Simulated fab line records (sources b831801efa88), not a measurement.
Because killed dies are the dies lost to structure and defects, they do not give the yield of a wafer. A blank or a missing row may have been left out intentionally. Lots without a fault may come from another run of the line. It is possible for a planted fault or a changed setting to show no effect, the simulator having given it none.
Matching of chambers -- flow gf180mcu -- 4 sister chambers for GF_V5_CMP_26 on cmp-02
The step polishes, stops on SiO2, t overpolish 15 s, target thk 0 nm. 14 wafers are shown with their chamber, then 7 later ones without.

== WAFERS, EACH WITH ITS CHAMBER ==
wafer,chamber,time_to_endpoint_s (s),motor_current_A (A),overpolish_run_s (s)
L806.2,2,93,10.1,15.015
L806.3,3,93,10.5,14.997
L806.6,3,91,10.8,14.986
L809.3,2,88,10.3,14.995
L809.4,3,88,10.6,15.007
L809.5,0,76,10.4,15.005
L810.1,3,92,10.8,15.017
L810.4,2,93,10.7,14.991
L810.5,1,89,10.9,15.012
L814.1,2,91,10.7,14.985
L814.3,1,91,10.4,15.008
L814.5,0,77,10.5,14.995
L815.1,1,93,10.9,14.995
L815.2,3,95,10.4,14.987

SIGNATURES (averages over the wafers above)
reading,chamber 0,chamber 1,chamber 2,chamber 3,scatter within a chamber
time_to_endpoint_s,76.50,91.00,91.25,91.80,2.28
motor_current_A,10.450,10.733,10.450,10.620,0.239
overpolish_run_s,15.00000,15.00500,14.99650,14.99880,0.0119
Rule: a wafer lies at a distance from a chamber equal to the root of the sum of squares, over the readings, of (its reading less the chamber's mean, divided by the reading's scatter). The wafer belongs to the nearest chamber; if the next one is less than 2 further off, it can't be placed. The scatter is the square root of a quotient: the sum, over the shown wafers, of each reading's squared deviation from its chamber's mean, divided by wafers minus chambers.

== WAFERS MISSING THEIR CHAMBER ==
wafer,time_to_endpoint_s (s),motor_current_A (A),overpolish_run_s (s)
L815.4,94,10.9,14.988
L816.1,91,11.4,14.997
L816.3,91,11.0,15.003
L816.5,81,11.2,15.009
L820.1,92,10.4,14.993
L820.2,90,11.0,14.999
L820.3,89,10.7,14.983

== WHICH CHAMBER EACH ONE RAN IN ==
wafer,from the rows above,in truth
L815.4,can't be placed: 3 or 1 or 2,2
L816.1,can't be placed: 1 or 3 or 2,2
L816.3,can't be placed: 1 or 3 or 2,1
L816.5,can't be placed: 0 or 1 or 3 or 2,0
L820.1,can't be placed: 2 or 3 or 1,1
L820.2,can't be placed: 1 or 3 or 2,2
L820.3,can't be placed: 2 or 3 or 1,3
Placed correctly: 0 of 7. Cannot be placed on the basis of these rows: 7; the candidates contain the true chamber in 7. Wrongly placed: 0.
